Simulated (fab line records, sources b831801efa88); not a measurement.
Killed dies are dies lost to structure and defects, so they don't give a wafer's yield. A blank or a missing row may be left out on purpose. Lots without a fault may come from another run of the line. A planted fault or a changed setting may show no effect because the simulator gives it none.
One fault seen from 2 desks | flow sky130 | each desk has only its own numbers; what lay behind them comes last

THE TOOL OWNER'S DESK: pvd_sputter-01
The tool's own readings at SKY_METAL1_SPUTTER_02 (material AlCu, target thk 250 nm, time 13.3 s): means of the sampled wafers that have a number, for each lot that ran on this tool. A lot is out of limits, marked OUT, if its mean lies more than 4 standard deviations from the usual mean; the brackets give that distance.
Columns: A = cathode_dc_power_W at SKY_METAL1_SPUTTER_02, usual 10600 W; B = throttle_valve_pct at SKY_METAL1_SPUTTER_02, usual 30.1 %
lot  | first seen here | A                       | B
L761 | day 34 03:56    | 10600                   | 29.9
L763 | day 34 09:00    | 10601                   | 29.3
L766 | day 35 04:26    | 10601                   | 29.7
L776 | day 37 21:34    | 11114 (+99 or more) OUT | 29.5
This desk's finding: out of limits on L776; first on L776, day 37 21:34 (cathode_dc_power_W at SKY_METAL1_SPUTTER_02). In limits: L761, L763, L766.

THE METROLOGY DESK
What the gauges read, lot by lot, whatever tool the lot ran on: means of the sampled wafers that have a number. A lot is out of limits, marked OUT, if its mean lies more than 4 standard deviations from the usual mean; the brackets give that distance.
Columns: A = LOCAL_INTERCONNECT_OVL at SKY_LOCAL_INTERCONNECT_OVL_MEAS_12, usual 0 nm; B = METAL1_ALCU_RS at SKY_METAL1_RS_MEAS_05, usual 0.1267 ohm/sq; C = METAL1_ALCU_THK at SKY_METAL1_THK_MEAS_06, usual 254 nm
lot  | first seen here | A  | B      | C
L755 | day 30 22:23    | -4 | 0.1281 | 253
L758 | day 31 10:29    | -2 | 0.1257 | 254
L760 | day 32 12:31    | -4 | 0.1275 | 251
L762 | day 32 18:17    | 2  | 0.1273 | 250
L761 | day 32 21:22    | -8 | 0.1256 | 257
L763 | day 33 04:15    | 4  | 0.1259 | 254
L765 | day 33 19:26    | -2 | 0.1256 | 256
L766 | day 33 23:22    | -2 | 0.1292 | 249
L773 | day 35 22:12    | 2  | 0.1276 | 252
L776 | day 36 16:33    | 2  | 0.1217 | 267 (+4.2) OUT
This desk's finding: out of limits on L776; first on L776, day 37 21:48 (METAL1_ALCU_THK at SKY_METAL1_THK_MEAS_06). In limits: L755, L758, L760, L762, L761, L763, L765, L766, L773.

PUT TOGETHER
The tool owner's desk could have raised an alarm at day 37 21:34, on L776.
The metrology desk could have raised an alarm at day 37 21:48, on L776.
Of the lots named, all ran SKY_METAL1_SPUTTER_02 on pvd_sputter-01.

WHAT THE SIMULATOR HAD PUT IN
Process parameter drift: pvd_sputter-01, from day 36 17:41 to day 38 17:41, at SKY_METAL1_SPUTTER_02. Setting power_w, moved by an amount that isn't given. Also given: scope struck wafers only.
Lots struck among those shown: L776.
Hours from the fault's start to each desk's first reading out of limits: the tool owner's desk, 28; the metrology desk, 28.
